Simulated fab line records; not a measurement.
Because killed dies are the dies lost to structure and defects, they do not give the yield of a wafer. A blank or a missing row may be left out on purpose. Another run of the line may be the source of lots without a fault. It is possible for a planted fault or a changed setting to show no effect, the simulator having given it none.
Which tool was responsible? | flow sky130 | 12 lots with 34 wafers sampled at 6 steps, on a route of 708 steps

## WHAT THE GAUGES SHOWED, per wafer
SKY_SD_P_TW_MEAS_11. Usual: SD_P_TW typically reads 2833, with standard deviation 14.
lot  | measured     | on            | SD_P_TW        | flag
L503 | day 26 08:55 | film metro-04 | 2835 2842 2827 |
L505 | day 26 13:40 | film metro-03 | 2843 2834 2855 |
L504 | day 26 14:25 | film metro-03 | 2856 2837 2848 |
L511 | day 29 00:43 | film metro-03 | 2851 2851 2841 |
L513 | day 29 12:11 | film metro-04 | 2822 2808 2823 |
L512 | day 29 13:05 | film metro-04 | 2805 2828 2821 |
L514 | day 29 21:02 | film metro-04 | 2814 2812 2821 |
L515 | day 29 22:34 | film metro-01 | 2832 2809 2822 |
L516 | day 30 14:40 | film metro-03 | 2843 2833      |
L519 | day 31 12:49 | film metro-04 | 2816 2829      |
L525 | day 32 23:10 | film metro-03 | 2813 2818 2818 |
L524 | day 33 01:17 | film metro-01 | 2863 2863 2848 |

SKY_RES_XHIGH_TW_MEAS_09. Usual: RES_XHIGH_TW typically reads 1644, with standard deviation 8.6.
lot  | measured     | on            | RES_XHIGH_TW   | flag
L503 | day 27 14:24 | film metro-04 | 1635 1636 1632 |
L505 | day 27 18:16 | film metro-03 | 1643 1642 1637 |
L504 | day 27 19:17 | film metro-04 | 1648 1637 1638 |
L511 | day 30 05:58 | film metro-03 | 1650 1647 1646 |
L513 | day 30 16:44 | film metro-03 | 1648 1645 1655 |
L512 | day 30 17:20 | film metro-03 | 1645 1642 1642 |
L514 | day 31 01:41 | film metro-04 | 1643 1639 1635 |
L515 | day 31 03:13 | film metro-01 | 1635 1639 1636 |
L516 | day 31 18:46 | film metro-04 | 1647 1644      |
L519 | day 32 16:02 | film metro-03 | 1635 1637      |
L525 | day 34 01:59 | film metro-01 | 1644 1647 1648 |
L524 | day 34 04:16 | film metro-01 | 1647 1647 1651 |

SKY_LI_CONTACT_RS_MEAS_22: measurement is done with a four-point probe. Usual: LI_CONTACT_W_RS typically reads 0.282 ohm/sq, with standard deviation 0.0043.
lot  | measured     | on            | LI_CONTACT_W_RS (ohm/sq) | flag
L503 | day 30 01:49 | film metro-03 | 0.284 0.289 0.284        |
L505 | day 30 06:28 | film metro-04 | 0.281 0.279 0.283        |
L504 | day 30 07:49 | film metro-04 | 0.284 0.279 0.282        |
L511 | day 32 15:29 | film metro-01 | 0.284 0.285 0.283        |
L513 | day 33 02:23 | film metro-03 | 0.281 0.278 0.281        |
L512 | day 33 03:01 | film metro-03 | 0.281 0.287 0.283        |
L514 | day 33 10:19 | film metro-03 | 0.286 0.284 0.280        |
L515 | day 33 12:53 | film metro-03 | 0.288 0.285 0.286        |
L516 | day 34 03:28 | film metro-01 | 0.246 0.247              | OFF
L519 | day 35 00:19 | film metro-03 | 0.249 0.287              | OFF
L525 | day 36 07:16 | film metro-03 | 0.274 0.277 0.279        |
L524 | day 36 10:08 | film metro-03 | 0.284 0.278 0.279        |

SKY_LI_CONTACT_THK_MEAS_23: measures by xrf. Usual: LI_CONTACT_W_THK typically reads 407 nm, with standard deviation 7.2.
lot  | measured     | on            | LI_CONTACT_W_THK (nm) | flag
L503 | day 30 01:55 | film metro-03 | 406 398 405           |
L505 | day 30 06:35 | film metro-04 | 409 418 411           |
L504 | day 30 07:55 | film metro-04 | 407 416 409           |
L511 | day 32 15:35 | film metro-01 | 404 405 406           |
L513 | day 33 02:30 | film metro-03 | 405 409 407           |
L512 | day 33 03:08 | film metro-03 | 409 397 400           |
L514 | day 33 10:26 | film metro-03 | 399 401 404           |
L515 | day 33 12:59 | film metro-03 | 398 399 399           |
L516 | day 34 03:34 | film metro-01 | 476 464               | OFF
L519 | day 35 00:26 | film metro-03 | 467 401               | OFF
L525 | day 36 07:23 | film metro-03 | 416 412 410           |
L524 | day 36 10:16 | film metro-03 | 400 410 408           |

## WHAT TOOL EACH LOT RAN ON (gives the tool, then ch and the chambers of the sampled wafers, and finally the start)
lot  | SKY_SD_N_RTA_14                  | SKY_LI_CONTACT_CVD_21
L503 | rtp anneal-01 ch 0, day 28 19:08 | cvd w-02 ch 0,1, day 30 01:42
L505 | rtp anneal-02 ch 0, day 28 23:22 | cvd w-02 ch 0,1, day 30 06:21
L504 | rtp anneal-01 ch 0, day 29 00:59 | cvd w-01 ch 0,1, day 30 07:42
L511 | rtp anneal-01 ch 0, day 31 10:11 | cvd w-02 ch 0,1, day 32 15:22
L513 | rtp anneal-02 ch 0, day 31 20:50 | cvd w-01 ch 0, day 33 02:15
L512 | rtp anneal-01 ch 0, day 31 21:10 | cvd w-02 ch 0,1, day 33 02:54
L514 | rtp anneal-02 ch 0, day 32 05:46 | cvd w-02 ch 0,1, day 33 10:12
L515 | rtp anneal-01 ch 0, day 32 07:38 | cvd w-02 ch 0,1, day 33 12:44
L516 | rtp anneal-02 ch 0, day 32 23:10 | cvd w-02 ch 0,1, day 34 03:19
L519 | rtp anneal-01 ch 0, day 33 19:49 | cvd w-02 ch 0, day 35 00:11
L525 | rtp anneal-02 ch 0, day 35 03:31 | cvd w-01 ch 1, day 36 07:09
L524 | rtp anneal-01 ch 0, day 35 06:07 | cvd w-01 ch 0,1, day 36 10:01
- SKY_SD_N_RTA_14: time 2 s.
- SKY_LI_CONTACT_CVD_21: deposits W, target thk 400 nm, time 120.56 s.

## AS READ BY THE TOOLS THEMSELVES (means over the sampled wafers that have a number; for cases with no such wafer, the mark the record gives instead)
SKY_SD_N_RTA_14. Usual: lamp power pct 15.74 %, standard deviation 0.055; wafer_temp_C_max 1078.0, standard deviation 1.3.
lot  | tool          | lamp power pct (%) | wafer_temp_C_max | flag
L503 | rtp anneal-01 | 15.75              | 1077.3           |
L505 | rtp anneal-02 | 15.77              | 1076.2           |
L504 | rtp anneal-01 | 15.75              | 1076.9           |
L511 | rtp anneal-01 | 15.78              | 1077.2           |
L513 | rtp anneal-02 | 15.76              | 1079.1           |
L512 | rtp anneal-01 | 15.71              | 1077.7           |
L514 | rtp anneal-02 | 15.71              | 1079.1           |
L515 | rtp anneal-01 | 15.74              | 1078.3           |
L516 | rtp anneal-02 | 15.73              | 1076.6           |
L519 | rtp anneal-01 | 15.73              | 1077.2           |
L525 | rtp anneal-02 | 15.73              | 1077.2           |
L524 | rtp anneal-01 | 15.76              | 1076.8           |

SKY_LI_CONTACT_CVD_21. Usual: heater power w 928 W, standard deviation 110; susceptor temp C 400.04 C, standard deviation 0.23.
lot  | tool     | heater power w (W) | susceptor temp C (C) | flag
L503 | cvd w-02 | 971                | 400.22               |
L505 | cvd w-02 | 894                | 400.11               |
L504 | cvd w-01 | 869                | 400.03               |
L511 | cvd w-02 | 974                | 400.02               |
L513 | cvd w-01 | 804                | 399.79               |
L512 | cvd w-02 | 972                | 400.27               |
L514 | cvd w-02 | 963                | 399.89               |
L515 | cvd w-02 | 899                | 400.16               |
L516 | cvd w-02 | 958                | 399.98               |
L519 | cvd w-02 | 841                | 399.83               |
L525 | cvd w-01 | 1022               | 400.25               |
L524 | cvd w-01 | 954                | 399.89               |

## THE ANSWER, worked out from the rows above alone
Rule: a lot is off if the mean of its wafers that have a number lies more than 3 standard deviations from the usual mean. A lot without any number at a reading at which 4 lots or more have one is off too. All remaining lots with rows at the step are treated as sound. After the gauges, taken in route order, come the tools' own readings; for these a lot's mean is taken, as printed above. The first step at which some lot is off is used, and at that step the reading that is off furthest; a lot without a number counts as furthest.
Off: at SKY_LI_CONTACT_RS_MEAS_22 (LI_CONTACT_W_RS), L516, L519.
A tool fits if, at a process step before that reading, it ran every lot that is off, and no sound lot after the first of them. Gauges at SKY_LI_CONTACT_RS_MEAS_22: tried the same way as those tools. One fits: cvd w-02 at SKY_LI_CONTACT_CVD_21. Its last sound lot is L515 (day 33 12:44), its first lot that is off L516 (day 34 03:19): a fault that began between those two fits.

## WHAT HAD BEEN PUT IN BY THE SIMULATOR
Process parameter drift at SKY_LI_CONTACT_CVD_21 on cvd w-02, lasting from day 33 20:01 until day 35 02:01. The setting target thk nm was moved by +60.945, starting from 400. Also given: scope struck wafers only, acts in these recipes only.
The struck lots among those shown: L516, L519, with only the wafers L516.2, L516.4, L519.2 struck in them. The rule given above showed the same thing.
